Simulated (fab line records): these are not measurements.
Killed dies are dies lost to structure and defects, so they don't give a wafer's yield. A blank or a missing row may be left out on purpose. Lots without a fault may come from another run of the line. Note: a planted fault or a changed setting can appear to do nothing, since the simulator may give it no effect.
Which tool did it? :: flow sky130 :: 39 wafers sampled from 13 lots at 1 step of a route of 708

## WHAT THE GAUGES READ, wafer by wafer
SKY_VT_ADJUST_HVTR_TW_MEAS_11. Usual: VT_ADJUST_HVTR_TW 212.6, standard deviation 2.2.
lot: L469
measured: day 9 23:44
on: film_metro-03
VT_ADJUST_HVTR_TW: 212.9 212.0 212.6
flag: 

lot: L470
measured: day 10 01:53
on: film_metro-02
VT_ADJUST_HVTR_TW: 208.4 207.5 209.1
flag: 

lot: L471
measured: day 10 10:08
on: film_metro-02
VT_ADJUST_HVTR_TW: 208.1 207.6 208.3
flag: 

lot: L473
measured: day 11 03:16
on: film_metro-03
VT_ADJUST_HVTR_TW: 214.6 213.3 214.8
flag: 

lot: L474
measured: day 11 09:41
on: film_metro-03
VT_ADJUST_HVTR_TW: 213.7 214.4 213.8
flag: 

lot: L475
measured: day 11 17:12
on: film_metro-03
VT_ADJUST_HVTR_TW: 214.6 214.6 215.7
flag: 

lot: L476
measured: day 11 22:25
on: film_metro-04
VT_ADJUST_HVTR_TW: 216.1 215.4 215.2
flag: 

lot: L483
measured: day 14 05:08
on: film_metro-04
VT_ADJUST_HVTR_TW: 214.7 215.2 215.4
flag: 

lot: L485
measured: day 14 19:33
on: film_metro-02
VT_ADJUST_HVTR_TW: 208.8 210.1 210.1
flag: 

lot: L486
measured: day 15 01:56
on: film_metro-02
VT_ADJUST_HVTR_TW: 208.8 207.7 208.6
flag: 

lot: L487
measured: day 15 06:00
on: film_metro-03
VT_ADJUST_HVTR_TW: 215.9 213.8 213.6
flag: 

lot: L488
measured: day 15 13:40
on: film_metro-03
VT_ADJUST_HVTR_TW: 212.8 212.9 213.8
flag: 

lot: L490
measured: day 16 22:19
on: film_metro-04
VT_ADJUST_HVTR_TW: 214.4 212.5 213.7
flag: 

## TOOL THAT RAN EACH LOT (tool first, then ch and the chambers of the sampled wafers, then the start)
There is no process step in the record ahead of these readings.

## AS READ BY THE TOOLS THEMSELVES (means over the sampled wafers that have a number; for cases with no such wafer, the mark the record gives instead)
The record holds no such reading with a usual standard deviation.

## THE ANSWER, worked out from the rows above alone
Rule: a lot is off if the mean of its wafers that have a number lies more than 3 standard deviations from the usual mean. A lot without any number at a reading at which 4 lots or more have one is off too. The other lots that the step has rows for count as sound. Order of review: gauges by route order, followed by the tools' own readings, for which a lot's mean as printed above is used. At the first step where some lot is off, the reading lying furthest off is the one used; lots without a number count as furthest.
No lot is off at any reading shown: from this, nothing can be told.

## WHAT WAS PUT IN BY THE SIMULATOR
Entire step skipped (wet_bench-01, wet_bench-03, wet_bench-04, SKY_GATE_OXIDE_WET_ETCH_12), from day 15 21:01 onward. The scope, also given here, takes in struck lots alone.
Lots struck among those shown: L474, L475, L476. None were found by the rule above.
